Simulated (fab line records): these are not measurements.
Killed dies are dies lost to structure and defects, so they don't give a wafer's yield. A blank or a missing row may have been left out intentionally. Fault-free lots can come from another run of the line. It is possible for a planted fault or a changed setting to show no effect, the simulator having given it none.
A struck lot beside a sound one	flow sky130	27 steps out of a route of 708
Sound: the wafers L555.1, L555.2, L555.3. Struck: wafer L566.6. (L566.4, L566.5 of the same lot were not struck and are left out.) The cause comes at the end.
For every step that has rows: the tool of each side, followed by ch and its chambers, followed by its first start. Under that, the readings that differ: sound wafers	struck wafers	difference of the means	sigmas: that difference in standard deviations of wafers without a fault.
alike: a reading whose means differ by less than 2 such deviations, as well as words and numbers matching on both sides. not compared: withheld readings; readings where some wafer has no value; bounds like >300 that might hide an equal value; numbers whose values overlap and for which the record gives no deviation.
A row with sigmas, a row that says differs or no value, or rows on one side alone: a step with any of these is where the two part. When numbers do not overlap yet have no deviation, they are printed without sigmas and do not part them. A reading that every wafer of one side lacks parts them only if that side has two wafers or more.

first, 10 steps without rows for these wafers: SKY_VIA1_ETCH_15 (etches SiO2 in C4F8/O2/Ar, stops on TiN, target depth 351 nm, time 54 s); SKY_VIA1_STRIP_16 (strips in O2/N2); SKY_VIA1_STRIP_17 (strips in post etch residue remover, time 1200 s); SKY_VIA1_CLEAN_18 (cleans in IPA, time 180 s); SKY_VIA1_CLEAN_19 (cleans in O3/DIW); SKY_VIA1_SPUTTER_20 (material TiN, target thk 20 nm, time 80 s); SKY_VIA1_CVD_21 (deposits W, target thk 270 nm, time 80.902 s); SKY_VIA1_CMP_24 (polishes, stops on SiO2, t overpolish 15 s, target thk 0 nm); SKY_METAL2_SPUTTER_00 (material Ti, target thk 15 nm, time 10 s); SKY_METAL2_SPUTTER_01 (material TiN, target thk 20 nm, time 16.7 s).
SKY_METAL2_SPUTTER_02: material AlCu, target thk 250 nm, time 13.3 s.
  sound on pvdSputter-04 at day 36 16:34; struck on pvdSputter-04 at day 39 23:09
  alike: throttleValvePct
then, 2 steps without rows for these wafers: SKY_METAL2_SPUTTER_03 (material Ti, target thk 5 nm, time 3.3 s); SKY_METAL2_SPUTTER_04 (material TiN, target thk 70 nm, time 58.3 s).
SKY_METAL2_RS_MEAS_05: the measuring method here is four-point-probe.
  sound on filmMetro-04 at day 36 16:39; struck on filmMetro-04 at day 39 23:35
reading	sound	struck	difference	sigmas
METAL2_ALCU_RS (ohm/sq)	0.1270 0.1266 0.1270	0.1848	+0.0579	+45
  not compared: hold
SKY_METAL2_THK_MEAS_06: measures by xrf.
  sound on filmMetro-04 at day 36 16:46; struck on filmMetro-04 at day 40 03:17
reading	sound	struck	difference	sigmas
METAL2_ALCU_THK (nm)	253.5 253.5 253.2	198.7	-54.7	-20
  not compared: hold
then, 9 steps without rows for these wafers: SKY_METAL2_HMDS_08 (prime time 60 s); SKY_METAL2_COAT_09 (resist thk 60 nm); SKY_METAL2_COAT_10 (resist thk 450 nm); SKY_METAL2_SOFTBAKE_11 (time 90 s); SKY_METAL2_EXPOSE_12 (exposes mask MM2, target cd 140 nm); SKY_METAL2_PEB_13; SKY_METAL2_DEVELOP_14 (develop time 60 s); SKY_METAL2_DESCUM_17 (chemistry O2, time 8 s); SKY_METAL2_ETCH_18 (etches BARC in N2/H2, stops on SiO2, time 45.9 s, target depth 60 nm).
SKY_METAL2_METAL_ETCH_19: etches the open film in Cl2/BCl3, stops on SiO2, target depth 360 nm, time 78 s.
  sound on rieMetal-04 ch 0,1, day 37 19:46; struck on rieMetal-04 ch 0, day 41 00:14
reading	sound	struck	difference	sigmas
oesProductAu (a.u.)	0.854 0.852 0.854	0.779	-0.074	-13
  alike: drypumpMotorCurrentA, throttleValvePct
  not compared: rfHoursCounterH
then, 1 step without rows for these wafers: SKY_METAL2_STRIP_20 (strips in O2/N2).
-- the record jumps here: 10 days lie between the struck wafers' starts before and after (it left off in module METAL2 and takes up again in module PAD_OPEN, whose first step shown is number 708 of the route) --
SKY_PAD_OPEN_PROBE_99:
  sound on prober-01 at day 48 06:13; struck on prober-02 at day 50 15:41
reading	sound	struck	difference	sigmas
model.etest.met2.rsOhmSqRimLessCentre	0.0004725 -0.001157 -0.001964	0.0415	+0.0424	
  alike: defectLimitedYield, killed_at_M0_to_M3, killed_at_M4_up, killedAtContacts, killedAtFrontEnd, killedAtOther, killedDies, killedOpen, killedShort, sort_bin_3_pad_short, sort_bin_5_function, sort_bin_6_memory, sortNPass, sortYieldPct

== WHERE THEY PART ==
First at SKY_METAL2_RS_MEAS_05; last, within this record, at SKY_METAL2_METAL_ETCH_19. Later steps at which nothing parts them and some readings are alike: SKY_PAD_OPEN_PROBE_99.

WHY: what the simulator had put in
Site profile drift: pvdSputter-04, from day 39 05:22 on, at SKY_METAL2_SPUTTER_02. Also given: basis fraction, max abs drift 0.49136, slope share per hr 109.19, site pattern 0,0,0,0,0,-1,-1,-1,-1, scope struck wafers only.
